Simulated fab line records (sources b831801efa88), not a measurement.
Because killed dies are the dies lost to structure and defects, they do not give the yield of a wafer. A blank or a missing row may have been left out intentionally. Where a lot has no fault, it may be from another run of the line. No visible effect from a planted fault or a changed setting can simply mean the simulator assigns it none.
Lot-split experiment ; flow gf180mcu ; 23 wafers read across 5 lots, on a route 602 steps long

## ON THE SPLIT
At GF_TOP_METAL_SPUTTER_00 (material Ti, target thk 37.5 nm, time 150 s), the setting time s was moved away from the recipe's 150 s on 10 of the 23 wafers read, by -14.9% to +11.2%. This setting was run at the recipe's value on the other wafers.

The split's own step is where the reading is taken.

## THE READING
Ti_of_TOP_METAL_SPUTTER_00.thk nm (the simulator's own value, which no gauge read), in nm, at GF_TOP_METAL_SPUTTER_00 (material Ti, target thk 37.5 nm, time 150 s). The file does not state a usual value for it. Average 37.54 nm, standard deviation 0.26 nm, over the 13 wafers here run with the recipe.

wafer;tool, chamber at the split;time s as run, s;against the recipe;Ti_of_TOP_METAL_SPUTTER_00.thk nm, nm;against lot-mates on the recipe
L074.1;pvd sputter-04, -;150;recipe;37.5;-
L074.2;pvd sputter-04, -;150;recipe;37.55;-
L074.3;pvd sputter-04, -;131.4;-12.4%;32.92;-4.65
L074.4;pvd sputter-04, -;150;recipe;37.65;-
L074.5;pvd sputter-04, -;131.4;-12.4%;32.84;-4.73
L078.1;pvd sputter-01, -;127.6;-14.9%;32.37;-5.27
L078.3;pvd sputter-01, -;150;recipe;37.58;-
L078.4;pvd sputter-01, -;150;recipe;37.71;-
L078.5;pvd sputter-01, -;127.6;-14.9%;31.99;-5.65
L078.6;pvd sputter-01, -;127.6;-14.9%;32.1;-5.54
L082.1;pvd sputter-02, -;150;recipe;37.3;-
L082.3;pvd sputter-02, -;166.8;+11.2%;41.11;+4.03
L082.4;pvd sputter-02, -;150;recipe;36.85;-
L082.5;pvd sputter-02, -;166.8;+11.2%;41.49;+4.41
L082.6;pvd sputter-02, -;166.8;+11.2%;40.88;+3.80
L084.1;pvd sputter-01, -;132.7;-11.5%;33.36;-4.20
L084.3;pvd sputter-01, -;150;recipe;37.62;-
L084.4;pvd sputter-01, -;132.7;-11.5%;33.75;-3.81
L084.5;pvd sputter-01, -;150;recipe;37.43;-
L084.6;pvd sputter-01, -;150;recipe;37.64;-
L085.3;pvd sputter-02, -;150;recipe;37.62;-
L085.5;pvd sputter-02, -;150;recipe;38.03;-
L085.6;pvd sputter-02, -;150;recipe;37.59;-

FIT RESULTS
A straight line over all 23 wafers: Ti_of_TOP_METAL_SPUTTER_00.thk nm changes by +0.349 nm for each +1% of time s; r = +1.00; the points scatter about the line by 0.28 nm.
The same after taking each lot's own level away (the mean of its wafers on the recipe; 23 wafers): +0.366 nm for each +1%; r = +1.00; scatter 0.19 nm.
The reading moves by 5.5 nm for the largest change in time s, on that fit.
Across the lots, their own levels run from 37.075 to 37.747 nm, a range of 2.6 times the standard deviation given above.
Hence the lot-to-lot level has little effect on the slope; both slopes agree.
Check: -5.49 nm against its lot-mates is what the line predicts for one of the wafers moved furthest among these (-14.9%) when that wafer is left out of the fit. It came out at -5.27 nm against them.

## THE FILE'S OWN FIT
Ti_of_TOP_METAL_SPUTTER_00.thk nm changes by +0.365 nm for each +1% of time s, r = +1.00.
